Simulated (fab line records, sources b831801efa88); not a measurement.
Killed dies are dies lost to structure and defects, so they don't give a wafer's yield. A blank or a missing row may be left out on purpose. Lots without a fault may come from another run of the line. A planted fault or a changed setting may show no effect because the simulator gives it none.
Chamber matching | flow sky130 | SKY_LI_CONTACT_CMP_24 on cmp-02: 4 sister chambers
The step polishes, stops on PSG, t overpolish 20 s, target thk 0 nm. 8 wafers are shown with their chamber, then 9 later ones without.

WAFERS WITH THEIR CHAMBER
wafer  | chamber | motor_current_A (A) | time_to_endpoint_s (s)
L329.4 | 3       | 9.1                 | 97
L330.2 | 2       | 13.4                | 97
L330.5 | 2       | 14.6                | 98
L332.5 | 0       | 10.8                | 95
L332.6 | 1       | 10.2                | 99
L334.1 | 3       | 9.3                 | 98
L334.4 | 1       | 10.2                | 98
L334.6 | 0       | 10.4                | 92

WAFERS WITHOUT THEIR CHAMBER
wafer  | motor_current_A (A) | time_to_endpoint_s (s)
L338.4 | 8.9                 | 99
L338.5 | 9.2                 | 97
L338.6 | 14.4                | 102
L339.2 | 10.1                | 98
L339.4 | 14.2                | 100
L339.6 | 9.9                 | 102
L346.3 | 10.2                | 96
L346.4 | 10.1                | 106
L346.5 | 8.6                 | 101

WHICH CHAMBER EACH WENT THROUGH
wafer  | from the rows above          | in truth
L338.4 | can't be placed: 3 or 1      | 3
L338.5 | 3                            | 3
L338.6 | 2                            | 2
L339.2 | can't be placed: 1 or 3      | 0
L339.4 | 2                            | 2
L339.6 | can't be placed: 1 or 3      | 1
L346.3 | can't be placed: 1 or 0 or 3 | 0
L346.4 | can't be placed: 1 or 3      | 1
L346.5 | can't be placed: 3 or 1      | 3
Placed correctly: 3 of 9. Can't be placed from these rows: 6 (the true chamber is among the candidates in 5). Placed wrongly: 0.
How it was worked out, from the rows above alone: a wafer's distance from a chamber is the root of the sum, over the readings, of the square of ((its reading less the chamber's mean) divided by the reading's scatter). The wafer belongs to the nearest chamber; if the next one is less than 2 further off, it can't be placed. A chamber's mean is the mean of its shown wafers. The scatter: the root of (the sum of the squares of (reading less its chamber's mean) over the shown wafers, divided by (wafers less chambers)).
